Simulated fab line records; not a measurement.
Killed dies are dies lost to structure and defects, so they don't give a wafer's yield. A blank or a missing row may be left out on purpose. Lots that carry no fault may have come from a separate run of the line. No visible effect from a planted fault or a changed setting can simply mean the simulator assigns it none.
Problem report, 8D (eight disciplines) form, completed by code ; flow gf180mcu ; the parts of the form that need people (team, actions taken, sign-off) are left out

== 1. THE PROBLEM ==
cd-nm at GF_V5_CD_MEAS_14 reads a mean of 270.5 nm on 6 wafers of 2 lots; wafers without a fault read 259.7 nm with a standard deviation of 1.1. That puts it +9.8 standard deviations away from the usual mean.
The step: target cd 260 nm.
Earliest sighting: wafer L949.2 on cd-sem-02 at day 31 15:40. Wafers with a number at this step in the record: 36, from 12 lots. Rule for "out", or "out of limits": more than 4 standard deviations from the usual mean. The other wafers with a number count as sound.

== 2. WHAT IT IS; WHAT IT IS NOT ==
question;is;is not
which readings at this step;cd-nm;-
which lots;L949, L951;L934, L937, L938, L941, L942, L943, L944, L946, L954, L955
which wafers of those lots;all that have a number;-
read on which gauges;cd-sem-02;cd-sem-01
when;from day 31 15:40;"up to then (24 sound wafers); but 6 sound wafers of L954, L955 came after"

== 3. THE SUSPECTS, EACH WITH WHAT RULES IT OUT ==
Counting: a tool at any process step up to the reading remains a suspect when it ran all the lots that are out and ran no sound lot after the first of those.
- ruled out: the gauge at GF_V5_CD_MEAS_14. All the wafers that are out were read on cd-sem-02, but those of them that GF_V5_EXPOSE_11 has rows for are out there too, on other tools.
- pecvd-03 at GF_MIM_CVD_05 (deposits Si3N4, target thk 42 nm, time 29.086 s): ruled out as a lasting fault. Following L949 (day 29 07:25), the first lot on it that is out, the sound lots L954 were run on it.
- krf-scanner-02 at GF_V5_EXPOSE_11 (exposes mask Via5, target cd 260 nm): kept. It processed each lot that is out, first L949 at day 31 07:23, and no sound lot thereafter; up to then, the last sound lot it processed was L941 at day 29 08:24. Out on those wafers are its own readings of exposure-dose-mJ-cm2.
The count leaves krf-scanner-02 at GF_V5_EXPOSE_11.

== 4. THE CAUSE (what the simulator had put in) ==
Process parameters drifting: krf-scanner-02 at GF_V5_EXPOSE_11, beginning at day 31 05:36. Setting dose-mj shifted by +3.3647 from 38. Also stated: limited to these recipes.
After counting, this tool was the only one left.

== 5. SEQUENCE OF EFFECTS, ordered by route ==
Each row: a reading whose mean over the struck wafers that have a number lies more than 3 standard deviations from the usual. Readings are gone through only where the record gives a usual standard deviation; hours: the median, over the lots, of the time from a lot's start at the first step in this table giving one to that lot's start at this step; sigmas: the change measured in usual standard deviations.
hours;step;reading;usual;on struck wafers;change;sigmas
0;GF_V5_EXPOSE_11;exposure-dose-mJ-cm2;37.92;40.86;+2.94;+30
9;GF_V5_CD_MEAS_14;cd-nm;259.7 nm;270.5;+10.8;+9.8
Here are the process steps it includes:
- GF_V5_EXPOSE_11: exposes mask Via5, target cd 260 nm.

== 6. WHAT WOULD HAVE CAUGHT IT SOONER ==
The first out-of-limits reading at a measuring or inspecting step in this record came at day 31 15:40, 10 hours after the fault's start at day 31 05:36.
At GF_V5_EXPOSE_11, the tool's own readings (exposure-dose-mJ-cm2) were out on each struck wafer the step has a row for, so an alarm limit on them would have fired on the first such wafer.
L951, from the lots that are out (2), started GF_V5_EXPOSE_11 on krf-scanner-02 later than day 31 15:40. A tool hold placed at that time would have kept it from harm.
